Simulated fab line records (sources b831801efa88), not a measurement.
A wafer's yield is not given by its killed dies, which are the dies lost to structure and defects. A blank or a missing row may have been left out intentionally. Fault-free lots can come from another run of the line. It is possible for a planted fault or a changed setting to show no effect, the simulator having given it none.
Which tool was responsible? || flow sky130 || 33 wafers from 11 lots sampled at 7 of the route's 708 steps

WHAT THE GAUGES READ, wafer by wafer
SKY_VIA2_CD_MEAS_12 targets a cd of 200 nm. Usual: cd-nm 199.9 nm, standard deviation 1.3.
{"lot": "L874", "measured": "day 36 04:09", "on": "cd-sem-01", "cd-nm (nm)": "199.9 198.9 198.3", "flag": ""}
{"lot": "L880", "measured": "day 38 08:44", "on": "cd-sem-01", "cd-nm (nm)": "200.8 199.1 201.2", "flag": ""}
{"lot": "L882", "measured": "day 38 18:19", "on": "cd-sem-02", "cd-nm (nm)": "201.7 201.6 202.2", "flag": ""}
{"lot": "L883", "measured": "day 38 22:18", "on": "cd-sem-02", "cd-nm (nm)": "200.3 200.8 199.3", "flag": ""}
{"lot": "L885", "measured": "day 39 15:10", "on": "cd-sem-02", "cd-nm (nm)": "201.6 200.8 202.0", "flag": ""}
{"lot": "L887", "measured": "day 40 01:33", "on": "cd-sem-02", "cd-nm (nm)": "200.5 198.1 199.7", "flag": ""}
{"lot": "L888", "measured": "day 40 11:58", "on": "cd-sem-01", "cd-nm (nm)": "198.0 198.9 199.0", "flag": ""}
{"lot": "L891", "measured": "day 42 04:20", "on": "cd-sem-02", "cd-nm (nm)": "201.4 200.6 201.2", "flag": ""}
{"lot": "L894", "measured": "day 42 07:43", "on": "cd-sem-02", "cd-nm (nm)": "201.3 200.6 200.7", "flag": ""}
{"lot": "L893", "measured": "day 42 13:14", "on": "cd-sem-01", "cd-nm (nm)": "199.6 199.0 199.2", "flag": ""}
{"lot": "L895", "measured": "day 42 14:58", "on": "cd-sem-01", "cd-nm (nm)": "198.5 197.4 198.6", "flag": ""}

SKY_VIA3_BOW_MEAS_03. Usual: for VIA3_BOW the level is 79 um and the standard deviation is 8.
{"lot": "L874", "measured": "day 38 12:28", "on": "film-metro-04", "VIA3_BOW (um)": "78 82 72", "flag": ""}
{"lot": "L880", "measured": "day 40 14:13", "on": "film-metro-03", "VIA3_BOW (um)": "99 86 91", "flag": ""}
{"lot": "L882", "measured": "day 41 00:02", "on": "film-metro-02", "VIA3_BOW (um)": "79 80 88", "flag": ""}
{"lot": "L883", "measured": "day 41 04:28", "on": "film-metro-03", "VIA3_BOW (um)": "81 73 74", "flag": ""}
{"lot": "L885", "measured": "day 41 21:19", "on": "film-metro-04", "VIA3_BOW (um)": "69 75 75", "flag": ""}
{"lot": "L887", "measured": "day 42 06:51", "on": "film-metro-03", "VIA3_BOW (um)": "80 64 84", "flag": ""}
{"lot": "L888", "measured": "day 42 17:53", "on": "film-metro-03", "VIA3_BOW (um)": "93 88 72", "flag": ""}
{"lot": "L891", "measured": "day 44 06:26", "on": "film-metro-03", "VIA3_BOW (um)": "84 108 89 - - -", "flag": ""}
{"lot": "L894", "measured": "day 44 08:34", "on": "film-metro-02", "VIA3_BOW (um)": "109 102 84 - - -", "flag": ""}
{"lot": "L893", "measured": "day 44 15:10", "on": "film-metro-03", "VIA3_BOW (um)": "76 94 86 - - -", "flag": ""}
{"lot": "L895", "measured": "day 44 16:32", "on": "film-metro-03", "VIA3_BOW (um)": "77 83 82", "flag": ""}

SKY_VIA3_CD_MEAS_12 targets a cd of 200 nm. Usual: cd-nm 200.1 nm, standard deviation 1.5.
{"lot": "L874", "measured": "day 39 13:09", "on": "cd-sem-01", "cd-nm (nm)": "202.4 201.5 201.9", "flag": ""}
{"lot": "L880", "measured": "day 41 15:20", "on": "cd-sem-01", "cd-nm (nm)": "197.3 197.9 196.5", "flag": ""}
{"lot": "L882", "measured": "day 41 22:46", "on": "cd-sem-02", "cd-nm (nm)": "198.3 198.6 198.0", "flag": ""}
{"lot": "L883", "measured": "day 42 05:01", "on": "cd-sem-01", "cd-nm (nm)": "196.9 198.2 198.1", "flag": ""}
{"lot": "L885", "measured": "day 42 21:02", "on": "cd-sem-01", "cd-nm (nm)": "201.9 201.6 201.2", "flag": ""}
{"lot": "L887", "measured": "day 43 05:50", "on": "cd-sem-01", "cd-nm (nm)": "200.2 200.4 200.3", "flag": ""}
{"lot": "L888", "measured": "day 43 17:41", "on": "cd-sem-02", "cd-nm (nm)": "199.8 199.1 200.2", "flag": ""}
{"lot": "L891", "measured": "day 45 03:31", "on": "cd-sem-02", "cd-nm (nm)": "198.9 198.7 201.0", "flag": ""}
{"lot": "L894", "measured": "day 45 06:21", "on": "cd-sem-01", "cd-nm (nm)": "200.2 200.6 199.1", "flag": ""}
{"lot": "L893", "measured": "day 45 11:46", "on": "cd-sem-02", "cd-nm (nm)": "200.3 199.7 200.5", "flag": ""}
{"lot": "L895", "measured": "day 45 13:47", "on": "cd-sem-01", "cd-nm (nm)": "199.8 201.9 199.8", "flag": ""}

SKY_PAD_OPEN_BOW_MEAS_13. Usual: for PAD_OPEN_BOW the level is 46 um and the standard deviation is 9.1.
{"lot": "L874", "measured": "day 45 18:02", "on": "film-metro-01", "PAD_OPEN_BOW (um)": "50 52 44", "flag": ""}
{"lot": "L880", "measured": "day 47 12:43", "on": "film-metro-02", "PAD_OPEN_BOW (um)": "64 50 57", "flag": ""}
{"lot": "L882", "measured": "day 47 17:32", "on": "film-metro-03", "PAD_OPEN_BOW (um)": "41 43 53", "flag": ""}
{"lot": "L883", "measured": "day 47 22:02", "on": "film-metro-03", "PAD_OPEN_BOW (um)": "40 33 36", "flag": ""}
{"lot": "L885", "measured": "day 48 12:08", "on": "film-metro-03", "PAD_OPEN_BOW (um)": "34 41 41", "flag": ""}
{"lot": "L887", "measured": "day 48 18:01", "on": "film-metro-03", "PAD_OPEN_BOW (um)": "43 26 47", "flag": ""}
{"lot": "L888", "measured": "day 49 02:51", "on": "film-metro-03", "PAD_OPEN_BOW (um)": "58 52 35", "flag": ""}
{"lot": "L891", "measured": "day 50 07:44", "on": "film-metro-01", "PAD_OPEN_BOW (um)": "51 78 58 - - -", "flag": ""}
{"lot": "L894", "measured": "day 50 08:47", "on": "film-metro-01", "PAD_OPEN_BOW (um)": "80 73 55 - - -", "flag": ""}
{"lot": "L893", "measured": "day 50 11:34", "on": "film-metro-01", "PAD_OPEN_BOW (um)": "41 60 50", "flag": ""}
{"lot": "L895", "measured": "day 50 14:17", "on": "film-metro-03", "PAD_OPEN_BOW (um)": "45 48 49", "flag": ""}

TOOL THAT RAN EACH LOT (tool first, then ch and the chambers of the sampled wafers, then the start)
{"lot": "L874", "SKY_METAL3_SPUTTER_04": "pvd-sputter-01, day 36 05:55", "SKY_VIA3_CMP_02": "cmp-02 ch 0,1, day 38 12:13", "SKY_VIA3_ETCH_15": "rie-diel-01 ch 1,2, day 39 13:20"}
{"lot": "L880", "SKY_METAL3_SPUTTER_04": "pvd-sputter-03, day 38 10:23", "SKY_VIA3_CMP_02": "cmp-01 ch 1,2, day 40 13:58", "SKY_VIA3_ETCH_15": "rie-diel-02 ch 0,1, day 41 15:32"}
{"lot": "L882", "SKY_METAL3_SPUTTER_04": "pvd-sputter-04, day 38 20:01", "SKY_VIA3_CMP_02": "cmp-01 ch 1,2,3, day 40 23:46", "SKY_VIA3_ETCH_15": "rie-diel-03 ch 0,2,3, day 41 22:57"}
{"lot": "L883", "SKY_METAL3_SPUTTER_04": "pvd-sputter-03, day 38 23:56", "SKY_VIA3_CMP_02": "cmp-02 ch 0,1, day 41 04:10", "SKY_VIA3_ETCH_15": "rie-diel-03 ch 1,2, day 42 05:13"}
{"lot": "L885", "SKY_METAL3_SPUTTER_04": "pvd-sputter-03, day 39 16:46", "SKY_VIA3_CMP_02": "cmp-01 ch 0,1,2, day 41 20:59", "SKY_VIA3_ETCH_15": "rie-diel-01 ch 2,3, day 42 21:15"}
{"lot": "L887", "SKY_METAL3_SPUTTER_04": "pvd-sputter-03, day 40 03:11", "SKY_VIA3_CMP_02": "cmp-02 ch 0,1,3, day 42 06:32", "SKY_VIA3_ETCH_15": "rie-diel-01 ch 1,3, day 43 06:02"}
{"lot": "L888", "SKY_METAL3_SPUTTER_04": "pvd-sputter-04, day 40 14:04", "SKY_VIA3_CMP_02": "cmp-02 ch 0,3, day 42 17:31", "SKY_VIA3_ETCH_15": "rie-diel-02 ch 2,3, day 43 17:50"}
{"lot": "L891", "SKY_METAL3_SPUTTER_04": "pvd-sputter-03, day 42 05:56", "SKY_VIA3_CMP_02": "cmp-02 ch 0,1,3, day 44 06:11", "SKY_VIA3_ETCH_15": "rie-diel-01 ch 0,3, day 45 03:41"}
{"lot": "L894", "SKY_METAL3_SPUTTER_04": "pvd-sputter-03, day 42 09:21", "SKY_VIA3_CMP_02": "cmp-02 ch 0,3, day 44 08:19", "SKY_VIA3_ETCH_15": "rie-diel-02 ch 0,3, day 45 06:32"}
{"lot": "L893", "SKY_METAL3_SPUTTER_04": "pvd-sputter-04, day 42 14:50", "SKY_VIA3_CMP_02": "cmp-02 ch 0,2,3, day 44 14:55", "SKY_VIA3_ETCH_15": "rie-diel-02 ch 0,1,3, day 45 11:56"}
{"lot": "L895", "SKY_METAL3_SPUTTER_04": "pvd-sputter-04, day 42 16:43", "SKY_VIA3_CMP_02": "cmp-01 ch 0,1,2, day 44 16:14", "SKY_VIA3_ETCH_15": "rie-diel-03 ch 0,2,3, day 45 13:59"}
- SKY_METAL3_SPUTTER_04: material TiN, target thk 70 nm, time 58.3 s.
- SKY_VIA3_CMP_02: polishes SiO2.
- SKY_VIA3_ETCH_15: etches SiO2 in C4F8/O2/Ar, stops on TiN, target depth 507 nm, time 78 s.

WHAT THE TOOLS THEMSELVES READ (means of the sampled wafers that have a number; where no wafer has one, the mark that the record gives instead)
SKY_METAL3_SPUTTER_04. Usual: throttle-valve-pct 30.6 %, standard deviation 0.7.
{"lot": "L874", "tool": "pvd-sputter-01", "throttle-valve-pct (%)": 30.6, "flag": ""}
{"lot": "L880", "tool": "pvd-sputter-03", "throttle-valve-pct (%)": 30.8, "flag": ""}
{"lot": "L882", "tool": "pvd-sputter-04", "throttle-valve-pct (%)": 31.4, "flag": ""}
{"lot": "L883", "tool": "pvd-sputter-03", "throttle-valve-pct (%)": 30.6, "flag": ""}
{"lot": "L885", "tool": "pvd-sputter-03", "throttle-valve-pct (%)": 30.6, "flag": ""}
{"lot": "L887", "tool": "pvd-sputter-03", "throttle-valve-pct (%)": 30.5, "flag": ""}
{"lot": "L888", "tool": "pvd-sputter-04", "throttle-valve-pct (%)": 30.9, "flag": ""}
{"lot": "L891", "tool": "pvd-sputter-03", "throttle-valve-pct (%)": 30.4, "flag": ""}
{"lot": "L894", "tool": "pvd-sputter-03", "throttle-valve-pct (%)": 30.5, "flag": ""}
{"lot": "L893", "tool": "pvd-sputter-04", "throttle-valve-pct (%)": 31.5, "flag": ""}
{"lot": "L895", "tool": "pvd-sputter-04", "throttle-valve-pct (%)": 30.3, "flag": ""}

SKY_VIA3_CMP_02. Usual: motor-current-A 11.6 A, standard deviation 0.83; platen-rpm 60.00 rpm, standard deviation 0.039.
{"lot": "L874", "tool": "cmp-02", "motor-current-A (A)": 11.3, "platen-rpm (rpm)": 60.02, "flag": ""}
{"lot": "L880", "tool": "cmp-01", "motor-current-A (A)": 12.6, "platen-rpm (rpm)": 60.01, "flag": ""}
{"lot": "L882", "tool": "cmp-01", "motor-current-A (A)": 11.5, "platen-rpm (rpm)": 60.05, "flag": ""}
{"lot": "L883", "tool": "cmp-02", "motor-current-A (A)": 11.2, "platen-rpm (rpm)": 60.01, "flag": ""}
{"lot": "L885", "tool": "cmp-01", "motor-current-A (A)": 12.1, "platen-rpm (rpm)": 60.04, "flag": ""}
{"lot": "L887", "tool": "cmp-02", "motor-current-A (A)": 11.7, "platen-rpm (rpm)": 59.99, "flag": ""}
{"lot": "L888", "tool": "cmp-02", "motor-current-A (A)": 11.9, "platen-rpm (rpm)": 59.96, "flag": ""}
{"lot": "L891", "tool": "cmp-02", "motor-current-A (A)": 11.8, "platen-rpm (rpm)": 60.01, "flag": ""}
{"lot": "L894", "tool": "cmp-02", "motor-current-A (A)": 11.4, "platen-rpm (rpm)": 60.01, "flag": ""}
{"lot": "L893", "tool": "cmp-02", "motor-current-A (A)": 11.5, "platen-rpm (rpm)": 60.01, "flag": ""}
{"lot": "L895", "tool": "cmp-01", "motor-current-A (A)": 12.1, "platen-rpm (rpm)": 60.02, "flag": ""}

SKY_VIA3_ETCH_15. Usual: oes-product-au 0.946 a.u., standard deviation 0.0049.
{"lot": "L874", "tool": "rie-diel-01", "oes-product-au (a.u.)": 0.948, "flag": ""}
{"lot": "L880", "tool": "rie-diel-02", "oes-product-au (a.u.)": 0.949, "flag": ""}
{"lot": "L882", "tool": "rie-diel-03", "oes-product-au (a.u.)": 0.948, "flag": ""}
{"lot": "L883", "tool": "rie-diel-03", "oes-product-au (a.u.)": 0.945, "flag": ""}
{"lot": "L885", "tool": "rie-diel-01", "oes-product-au (a.u.)": 0.945, "flag": ""}
{"lot": "L887", "tool": "rie-diel-01", "oes-product-au (a.u.)": 0.946, "flag": ""}
{"lot": "L888", "tool": "rie-diel-02", "oes-product-au (a.u.)": 0.943, "flag": ""}
{"lot": "L891", "tool": "rie-diel-01", "oes-product-au (a.u.)": 0.962, "flag": "OFF"}
{"lot": "L894", "tool": "rie-diel-02", "oes-product-au (a.u.)": 0.973, "flag": "OFF"}
{"lot": "L893", "tool": "rie-diel-02", "oes-product-au (a.u.)": 0.961, "flag": "OFF"}
{"lot": "L895", "tool": "rie-diel-03", "oes-product-au (a.u.)": 0.945, "flag": ""}

THE ANSWER, worked out from the rows above alone
Rule: a lot is off if the mean of its wafers that have a number lies more than 3 standard deviations from the usual mean. Also off: a lot with no number at a reading for which 4 or more lots have one. Any other lot the step has rows for is counted as sound. First the gauges in route order, then the tools' own readings, where a lot's mean is used as printed above. At the first step where some lot is off, the reading lying furthest off is the one used; lots without a number count as furthest.
Off: L891, L894, L893, at SKY_VIA3_ETCH_15 (oes-product-au).
A tool fits if, at that step or a process step before it, it ran every lot that is off, and no sound lot after the first of them. One fits: cmp-02 at SKY_VIA3_CMP_02. Its last sound lot is L888 (day 42 17:31), its first lot that is off L891 (day 44 06:11): a fault that began between those two fits.

WHAT THE SIMULATOR PUT IN
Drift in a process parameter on cmp-02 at SKY_VIA3_CMP_02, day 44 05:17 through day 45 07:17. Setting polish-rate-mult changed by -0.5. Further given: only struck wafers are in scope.
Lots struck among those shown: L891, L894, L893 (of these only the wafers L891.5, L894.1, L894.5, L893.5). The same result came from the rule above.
